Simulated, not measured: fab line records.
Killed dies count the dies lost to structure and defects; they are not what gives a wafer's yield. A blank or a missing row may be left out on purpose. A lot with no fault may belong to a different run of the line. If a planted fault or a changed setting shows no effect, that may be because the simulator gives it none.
Tool commonality check + flow gf180mcu + 39 wafers sampled across 13 lots

WHY THIS WAS OPENED
Of 13 lots, 1 have the reading MVSD_TW flagged at GF_MVSD_TW_MEAS_11. Wafers without a fault read 1575, standard deviation 9.
Rule: a lot is flagged when every wafer of it that has a number lies more than 4 standard deviations from that mean, or none has a number. The rest of the lots are taken to be sound.

| lot  | measured    | on            | MVSD_TW, wafer by wafer | flag    |
|------|-------------|---------------|-------------------------|---------|
| L210 | day 4 09:47 | film metro-01 | 1575 1566 1566          |         |
| L211 | day 5 02:17 | film metro-03 | 1574 1563 1568          |         |
| L212 | day 5 07:32 | film metro-02 | 1579 1575 1576          |         |
| L218 | day 6 16:37 | film metro-03 | 30 30 30                | FLAGGED |
| L224 | day 8 00:28 | film metro-01 | 1575 1571 1580          |         |
| L225 | day 8 04:03 | film metro-02 | 1578 1574 1585          |         |
| L227 | day 8 19:21 | film metro-01 | 1562 1567 1559          |         |
| L228 | day 9 02:53 | film metro-02 | 1591 1597 1584          |         |
| L229 | day 9 06:06 | film metro-01 | 1569 1561 1560          |         |
| L230 | day 9 12:46 | film metro-03 | 1580 1567 1574          |         |
| L231 | day 9 15:41 | film metro-01 | 1570 1574 1573          |         |
| L232 | day 9 16:38 | film metro-02 | 1585 1591 1581          |         |
| L233 | day 9 23:04 | film metro-02 | 1591 1590 1595          |         |
Flagged lots average 30: -1545 relative to the usual, that is -99 or more standard deviations.

TOOL THAT RAN EACH LOT
The record holds 2 process steps before the reading, out of a route of 602 steps. In each cell: the tool, then ch and the chambers that the sampled wafers went through, then the start.
| lot  | flag    | GF_LVPWELL_STRIP_10                 | GF_MVSD_STRIP_10                    |
|------|---------|-------------------------------------|-------------------------------------|
| L210 |         | plasma asher-04 ch 0,1, day 3 20:32 | plasma asher-02 ch 0,1, day 4 09:42 |
| L211 |         | plasma asher-04 ch 0, day 4 11:42   | plasma asher-04 ch 0,1, day 5 02:11 |
| L212 |         | plasma asher-02 ch 0,1, day 4 16:47 | plasma asher-02 ch 0,1, day 5 07:26 |
| L218 | FLAGGED | plasma asher-02 ch 0,1, day 6 01:12 | plasma asher-01 ch 0,1, day 6 16:31 |
| L224 |         | plasma asher-04 ch 0,1, day 7 08:14 | plasma asher-04 ch 0,1, day 8 00:22 |
| L225 |         | plasma asher-03 ch 0,1, day 7 11:04 | plasma asher-02 ch 0,1, day 8 03:58 |
| L227 |         | plasma asher-04 ch 0,1, day 8 01:53 | plasma asher-02 ch 0,1, day 8 19:15 |
| L228 |         | plasma asher-03 ch 0, day 8 10:00   | plasma asher-02 ch 0,1, day 9 02:47 |
| L229 |         | plasma asher-04 ch 0,1, day 8 13:05 | plasma asher-01 ch 0,1, day 9 06:01 |
| L230 |         | plasma asher-03 ch 0,1, day 8 19:25 | plasma asher-01 ch 0,1, day 9 12:41 |
| L231 |         | plasma asher-02 ch 0,1, day 8 21:53 | plasma asher-04 ch 0,1, day 9 15:35 |
| L232 |         | plasma asher-03 ch 0,1, day 8 23:00 | plasma asher-02 ch 1, day 9 16:32   |
| L233 |         | plasma asher-04 ch 0,1, day 9 04:41 | plasma asher-01 ch 0,1, day 9 22:57 |
What is done by these steps:
- GF_LVPWELL_STRIP_10: strips in O2/N2.
- GF_MVSD_STRIP_10: strips in O2/N2.
- GF_MVSD_TW_MEAS_11

FLAGGED OVER TOTAL, TOOL BY TOOL (the gauges that took the reading come last)
| step                | tool            | lots run | flagged | share of the flagged lots | sound lots run after its first flagged lot |
|---------------------|-----------------|----------|---------|---------------------------|--------------------------------------------|
| GF_LVPWELL_STRIP_10 | plasma asher-02 | 3        | 1       | all                       | 1 (L231)                                   |
| GF_LVPWELL_STRIP_10 | plasma asher-03 | 4        | 0       | none                      | -                                          |
| GF_LVPWELL_STRIP_10 | plasma asher-04 | 6        | 0       | none                      | -                                          |
| GF_MVSD_STRIP_10    | plasma asher-01 | 4        | 1       | all                       | 3 (L229,L230,L233)                         |
| GF_MVSD_STRIP_10    | plasma asher-02 | 6        | 0       | none                      | -                                          |
| GF_MVSD_STRIP_10    | plasma asher-04 | 3        | 0       | none                      | -                                          |
| GF_MVSD_TW_MEAS_11  | film metro-01   | 5        | 0       | none                      | -                                          |
| GF_MVSD_TW_MEAS_11  | film metro-02   | 5        | 0       | none                      | -                                          |
| GF_MVSD_TW_MEAS_11  | film metro-03   | 3        | 1       | all                       | 1 (L230)                                   |

WHAT IS ALLOWED BY THE TABLE
Rows of the table that ran every flagged lot, 3 in all: plasma asher-02 at GF_LVPWELL_STRIP_10, plasma asher-01 at GF_MVSD_STRIP_10, film metro-03 at GF_MVSD_TW_MEAS_11.
- plasma asher-02 at GF_LVPWELL_STRIP_10: 1 of its 3 lots flagged. After the first flagged lot (L231), sound lots still ran on it; a lasting fault on the whole tool would not permit that. Its own readings lie more than 4 standard deviations out on every wafer of the flagged lots: oes product au.
- plasma asher-01 at GF_MVSD_STRIP_10: 1 of its 4 lots flagged. After the first flagged lot (L229, L230, L233), sound lots still ran on it; a lasting fault on the whole tool would not permit that. Its own readings lie more than 4 standard deviations out on every wafer of the flagged lots: strip time to endpoint s.
- film metro-03 at GF_MVSD_TW_MEAS_11: 1 of its 3 lots flagged. After the first flagged lot (L230), sound lots still ran on it; a lasting fault on the whole tool would not permit that.
No row of the table ran every flagged lot and no sound lot after the first.

WHAT WAS PUT IN BY THE SIMULATOR
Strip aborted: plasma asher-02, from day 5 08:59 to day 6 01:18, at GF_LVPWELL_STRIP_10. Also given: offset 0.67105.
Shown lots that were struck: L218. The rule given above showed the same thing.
